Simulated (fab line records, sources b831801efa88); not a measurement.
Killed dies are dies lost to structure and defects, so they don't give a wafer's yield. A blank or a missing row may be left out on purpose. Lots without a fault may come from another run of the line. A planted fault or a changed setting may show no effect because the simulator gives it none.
fab line records | flow sky130
record lots=6 wafers=18 last_day=49
route steps=708 shown SD_P@324 RES_XHIGH@332 PAD_OPEN@708
lots that met no fault: from a run of the same line without faults
start_h: hours from the record's first day to the start of the lot's first wafer shown | wait_h: hours since the lot's step before | " the same as in the row above | L1.1+2: a row that stands for several wafers | - no value, or no start given | * or withheld: withheld | < > ~ a bound
route shown NAME@n: a module of which the file shows steps, and the number in the route of the first | usual: mean/standard deviation of fault-free wafers | same: alike in all rows | chamber/n: place in a boat | sites: the reading at each site | _std_site: their standard deviation | _edge_site: outer sites' mean less inner sites' | radius_mm: how far each site lies from the wafer's centre | mask NAME#n: copy n | behind: the tool/chamber that last shaped the wafer | hold: why the lot was held/for how many hours/how that ended | device: the transistor (n, p or np) that didn't switch | end of line: the same wafers' tests at the end of the route | a step without rows: its recipe alone | killed: dies lost to structure and defects at the first sort, not the wafer's yield | map: a wafer's dies, x killed, . not, _ none there
set.NAME: the setting as run; set.NAME@STEP: as run at that earlier step | model.NAME: the simulator's own value behind a step, which no gauge read
lots at some steps of the route; a table a step, a row a wafer
services: from which hour (start_h, from the record's first day; less than 0 if before it) a tool's chamber was out of use, for how many hours, and why
## steps
# step SKY_SD_P_EXPOSE_04
# recipe mask_id=PSDM na=0.6 source_shape=conventional sigma_outer=0.6 polarization=unpolarized target_cd_nm=380 dose_mj=138
# step SKY_SD_P_PEB_05
# recipe temp_c=withheld time_s=* resist=NOVOLAK
# step SKY_SD_P_DEVELOP_06
# recipe resist=NOVOLAK developer=TMAH develop_time_s=60 dev_temp_c=23
# step SKY_SD_P_CD_MEAS_07
# recipe target_cd_nm=380
# usual cd_nm=379.4/2.1
# columns lot.wafer tool chamber start_h wait_h cd_nm
L375.3 cd_sem-02 - 668.69 0.1 380.3
L375.5 " - " " 381.9
L375.6 " - " " 383.0
L378.1 cd_sem-01 - 677.70 0.1 376.7
L378.3 " - " " 375.1
L378.6 " - " " 376.4
L377.1 cd_sem-02 - 680.17 0.1 376.1
L377.3 " - " " 374.3
L377.5 " - " " 376.2
L382.1 cd_sem-02 - 707.27 0.1 379.8
L382.4 " - " " 379.8
L382.6 " - " " 382.2
L384.3 cd_sem-01 - 724.24 0.1 380.7
L384.4 " - " " 379.0
L384.6 " - " " 379.9
L386.3 cd_sem-01 - 734.26 0.1 379.4
L386.4 " - " " 380.9
L386.6 " - " " 378.8
# step SKY_SD_P_OVL_MEAS_08
# usual SD_P_OVL=-0.6/1.5
# columns lot.wafer tool chamber start_h wait_h SD_P_OVL[nm]
L375.3 overlay-02 - 668.79 0.1 -0.2
L375.5 " - " " 1.0
L375.6 " - " " 1.5
L378.1 overlay-01 - 677.82 0.1 -1.5
L378.3 " - " " -1.3
L378.6 " - " " -1.1
L377.1 overlay-01 - 680.29 0.1 0.0
L377.3 " - " " -0.2
L377.5 " - " " -0.1
L382.1 overlay-01 - 707.39 0.1 0.2
L382.4 " - " " -1.1
L382.6 " - " " -0.7
L384.3 overlay-02 - 724.34 0.1 -0.2
L384.4 " - " " -0.3
L384.6 " - " " -1.9
L386.3 overlay-01 - 734.35 0.1 -0.2
L386.4 " - " " -0.4
L386.6 " - " " -0.6
# step SKY_SD_P_IMPLANT_09
# recipe species=BF2 energy_kev=20 dose_cm2=3e+15 tilt_deg=0
# step SKY_SD_P_STRIP_10
# recipe chemistry=O2/N2 power_w=1400 pressure_mtorr=1500 platen_temp_c=withheld o2_flow_sccm=3000 n2_flow_sccm=300 overash_fraction=0.5
# usual drypump_motor_current_A=5.9/0.3 oes_product_au=0.618/0.0047 strip_time_to_endpoint_s=17.49/0.042
# same overash_fraction=0.5
# columns lot.wafer tool chamber start_h wait_h drypump_motor_current_A oes_product_au rf_hours_counter_h strip_time_to_endpoint_s
L375.3 plasma_asher-04 1 668.99 0.1 6.2 0.614 - 17.45
L375.5 " 0 " " 5.6 0.618 - 17.51
L375.6 " 1 " " 6.2 0.625 - 17.47
L378.1 plasma_asher-03 0 678.01 0.1 5.7 0.612 84 17.49
L378.3 " 0 " " 5.7 0.614 - 17.49
L378.6 " 1 " " 5.4 0.620 - 17.47
L377.1 plasma_asher-04 0 680.47 0.1 5.6 0.620 26 17.44
L377.3 " 0 " " 5.6 0.618 - 17.47
L377.5 " 1 " " 6.1 0.617 - 17.47
L382.1 plasma_asher-04 1 707.57 0.1 6.2 0.610 28 17.48
L382.4 " 0 " " 5.6 0.621 - 17.45
L382.6 " 0 " " 5.6 0.612 - 17.44
L384.3 plasma_asher-04 0 724.54 0.1 5.6 0.619 - 17.45
L384.4 " 1 " " 6.2 0.616 - 17.44
L384.6 " 0 " " 5.6 0.616 - 17.43
L386.3 plasma_asher-03 0 734.56 0.1 5.7 0.611 - 17.45
L386.4 " 1 " " 5.4 0.619 - 17.44
L386.6 " 1 " " 5.4 0.620 - 17.46
# step SKY_SD_P_TW_MEAS_11
# usual SD_P_TW=2829/30
# columns lot.wafer tool chamber start_h wait_h SD_P_TW
L375.3 film_metro-02 - 669.08 0.1 2825
L375.5 " - " " 2817
L375.6 " - " " 2822
L378.1 film_metro-02 - 678.11 0.1 2801
L378.3 " - " " 2802
L378.6 " - " " 2808
L377.1 film_metro-04 - 680.57 0.1 2850
L377.3 " - " " 2864
L377.5 " - " " 2859
L382.1 film_metro-02 - 707.67 0.1 2783
L382.4 " - " " 2789
L382.6 " - " " 2789
L384.3 film_metro-03 - 724.63 0.1 2836
L384.4 " - " " 2838
L384.6 " - " " 2843
L386.3 film_metro-04 - 734.65 0.1 2861
L386.4 " - " " 2843
L386.6 " - " " 2845
# step SKY_RES_XHIGH_DEHYDRATE_00
# recipe temp_c=200 time_s=60
# step SKY_RES_XHIGH_HMDS_01
# recipe prime_time_s=60 prime_temp_c=120
# step SKY_RES_XHIGH_COAT_02
# recipe resist=NOVOLAK spin_rpm=3000 resist_thk_nm=1140
# step SKY_RES_XHIGH_SOFTBAKE_03
# recipe temp_c=90 time_s=60 resist=NOVOLAK
# step SKY_RES_XHIGH_EXPOSE_04
# recipe mask_id=URPM na=0.6 source_shape=conventional sigma_outer=0.6 polarization=unpolarized target_cd_nm=1270 dose_mj=140
# same sigma_outer=0.6
# columns lot.wafer tool chamber start_h wait_h mask model.RES_XHIGH.overlay_x_nm
L375.3+5+6 iline_stepper-02 0 683.16 - URPM#0 -3.423
L378.1+3+6 iline_stepper-02 0 692.39 - URPM#0 -102.3
L377.1+3+5 iline_stepper-02 0 695.01 - URPM#0 -100.6
L382.1+4+6 iline_stepper-01 0 721.99 - URPM#0 1.208
L384.3+4+6 iline_stepper-01 0 738.06 - URPM#0 -2.534
L386.3+4+6 iline_stepper-01 0 748.43 - URPM#0 -1.416
# step SKY_RES_XHIGH_PEB_05
# recipe temp_c=withheld time_s=* resist=NOVOLAK
# step SKY_PAD_OPEN_PROBE_99
# usual killed_at_M0_to_M3=43/7.5 killed_at_M4_up=3.0/1.6 killed_at_contacts=23/5.8 killed_at_front_end=14/4.8 killed_at_other=0.3/0.52 killed_dies=84/9.1 killed_open=47/7.2 killed_short=37/5.8
# same gross_dies=492 killed_at_back_side=0
# columns lot.wafer tool chamber start_h wait_h killed_at_M0_to_M3 killed_at_M4_up killed_at_contacts killed_at_front_end killed_at_other killed_dies killed_open killed_short
L375.3 prober-02 - 1136.22 0.2 42 3 21 11 1 78 41 37
L375.5 prober-02 - 1136.32 0.2 41 6 23 12 0 82 49 33
L375.6 prober-02 - 1136.37 0.2 41 1 25 11 1 79 51 28
L378.1 prober-01 - 1140.09 0.1 35 3 33 15 0 86 53 33
L378.3 prober-01 - 1140.19 0.2 42 4 28 14 0 88 38 50
L378.6 prober-01 - 1140.34 0.2 35 2 23 14 0 74 33 41
L377.1 prober-02 - 1143.63 0.1 37 3 18 17 0 75 43 32
L377.3 prober-02 - 1143.73 0.2 39 4 25 15 0 83 48 35
L377.5 prober-02 - 1143.83 0.2 35 1 26 16 1 79 44 35
L382.1 prober-02 - 1160.26 0.1 42 4 22 19 0 87 46 41
L382.4 prober-02 - 1160.41 0.2 27 2 24 15 0 68 37 31
L382.6 prober-02 - 1160.51 0.2 43 5 20 10 0 78 49 29
L384.3 prober-02 - 1171.68 0.2 49 4 12 15 0 80 37 43
L384.4 prober-02 - 1171.73 0.2 53 1 20 23 0 97 55 42
L384.6 prober-02 - 1171.83 0.2 34 4 19 11 0 68 39 29
# killed by level:class
L375.3 VIA1:geometric_particle:open=13 LI_CONTACT:geometric_particle:open=12 VIA1:geometric_particle:short=5 METAL2:geometric_particle:short=5 VIA3:geometric_particle:short=4 METAL1:geometric_particle:short=4 VIA3:geometric_particle:open=4 FIELD_ISO:geometric_particle:short=3
L375.5 VIA3:geometric_particle:open=13 LI_CONTACT:geometric_particle:open=10 VIA1:geometric_particle:open=9 METAL2:geometric_particle:short=8 CONTACT:geometric_particle:open=6 POLY_GATE:geometric_particle:short=3 LOCAL_INTERCONNECT:geometric_particle:short=3 METAL1:geometric_particle:short=3
L375.6 LI_CONTACT:geometric_particle:open=12 VIA1:geometric_particle:open=9 VIA3:geometric_particle:open=8 VIA2:geometric_particle:open=8 VIA1:geometric_particle:short=6 CONTACT:geometric_particle:open=5 METAL2:geometric_particle:short=5 LOCAL_INTERCONNECT:geometric_particle:short=4
L378.1 LI_CONTACT:geometric_particle:open=15 VIA2:geometric_particle:open=8 METAL2:geometric_particle:short=7 LI_CONTACT:geometric_particle:short=6 VIA3:geometric_particle:open=6 CONTACT:geometric_particle:open=5 VIA1:geometric_particle:open=5 CONTACT:geometric_particle:short=4
L378.3 LI_CONTACT:geometric_particle:open=12 VIA1:geometric_particle:open=9 POLY_GATE:geometric_particle:short=6 VIA3:geometric_particle:short=6 LOCAL_INTERCONNECT:geometric_particle:short=6 METAL2:geometric_particle:short=6 CONTACT:geometric_particle:open=5 METAL1:geometric_particle:short=5
L378.6 FIELD_ISO:geometric_particle:short=8 VIA1:geometric_particle:short=8 LI_CONTACT:geometric_particle:open=7 VIA1:geometric_particle:open=7 VIA3:geometric_particle:open=6 CONTACT:geometric_particle:short=5 CONTACT:geometric_particle:open=5 POLY_GATE:geometric_particle:short=3
L377.1 VIA1:geometric_particle:open=10 LI_CONTACT:geometric_particle:open=8 POLY_GATE:geometric_particle:open=6 VIA2:geometric_particle:open=5 VIA3:geometric_particle:short=4 VIA1:geometric_particle:short=4 METAL3:geometric_particle:short=4 FIELD_ISO:geometric_particle:open=3
L377.3 VIA3:geometric_particle:open=10 LI_CONTACT:geometric_particle:open=9 VIA1:geometric_particle:open=8 CONTACT:geometric_particle:open=8 FIELD_ISO:geometric_particle:short=6 VIA1:geometric_particle:short=6 FIELD_ISO:geometric_particle:open=4 POLY_GATE:geometric_particle:open=4
L377.5 VIA1:geometric_particle:open=9 CONTACT:geometric_particle:open=7 FIELD_ISO:geometric_particle:open=5 LI_CONTACT:geometric_particle:short=5 CONTACT:geometric_particle:short=5 VIA1:geometric_particle:short=5 POLY_GATE:geometric_particle:open=4 LOCAL_INTERCONNECT:geometric_particle:short=4
L382.1 VIA3:geometric_particle:open=9 FIELD_ISO:geometric_particle:open=7 LI_CONTACT:geometric_particle:open=7 VIA1:geometric_particle:open=7 FIELD_ISO:geometric_particle:short=6 LOCAL_INTERCONNECT:geometric_particle:short=6 VIA1:geometric_particle:short=6 VIA2:geometric_particle:open=6
L382.4 CONTACT:geometric_particle:open=10 LI_CONTACT:geometric_particle:open=6 VIA2:geometric_particle:open=5 CONTACT:geometric_particle:short=5 VIA1:geometric_particle:open=5 POLY_GATE:geometric_particle:short=4 FIELD_ISO:geometric_particle:open=3 FIELD_ISO:geometric_particle:short=3
L382.6 CONTACT:geometric_particle:open=12 VIA1:geometric_particle:open=10 METAL1:geometric_particle:short=9 VIA2:geometric_particle:open=7 FIELD_ISO:geometric_particle:open=5 METAL4:geometric_particle:short=5 VIA1:geometric_particle:short=4 LI_CONTACT:geometric_particle:open=3
L384.3 VIA1:geometric_particle:short=14 VIA1:geometric_particle:open=10 FIELD_ISO:geometric_particle:open=5 METAL1:geometric_particle:short=5 VIA2:geometric_particle:open=5 CONTACT:geometric_particle:open=5 FIELD_ISO:geometric_particle:short=4 VIA3:geometric_particle:open=4
L384.4 VIA1:geometric_particle:open=14 FIELD_ISO:geometric_particle:short=9 FIELD_ISO:geometric_particle:open=8 VIA3:geometric_particle:open=8 VIA1:geometric_particle:short=7 CONTACT:geometric_particle:open=6 METAL2:geometric_particle:short=5 LI_CONTACT:geometric_particle:open=5
L384.6 VIA1:geometric_particle:open=8 METAL1:geometric_particle:short=7 CONTACT:geometric_particle:open=6 LI_CONTACT:geometric_particle:open=6 VIA2:geometric_particle:open=5 CONTACT:geometric_particle:short=3 VIA3:geometric_particle:open=3 FIELD_ISO:geometric_particle:open=2
## services
# columns tool chamber start_h hours kind
plasma_asher-03 - 649.23 1.9 repair
plasma_asher-04 - 684.14 0.4 repair
plasma_asher-03 - 700.42 1.3 repair
plasma_asher-03 - 704.45 2.7 repair
iline_stepper-02 - 741.57 1.7 pm
## key
first_sign none at tools or gauges
model_effect step=SKY_RES_XHIGH_EXPOSE_04 value=RES_XHIGH.overlay_x_nm without=-0.9534 struck=-101.4
met_at SKY_RES_XHIGH_EXPOSE_04
struck_wafers L377.1,L377.3,L377.5,L378.1,L378.3,L378.6
tester_left_out L377,L378
onset_between 683.16 692.39
fault kind=scanner_matching_overlay tool=iline_stepper-02 chamber=- onset_h=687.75 steps=SKY_RES_XHIGH_EXPOSE_04 offset=-100.46
# tester_left_out: of these lots the tester's yield and bins aren't shown, on N5 and GAA mostly nor the transistor test; their killed dies are dies lost to structure and defects alone, not to doping, threshold or leakage, so they don't give the yield
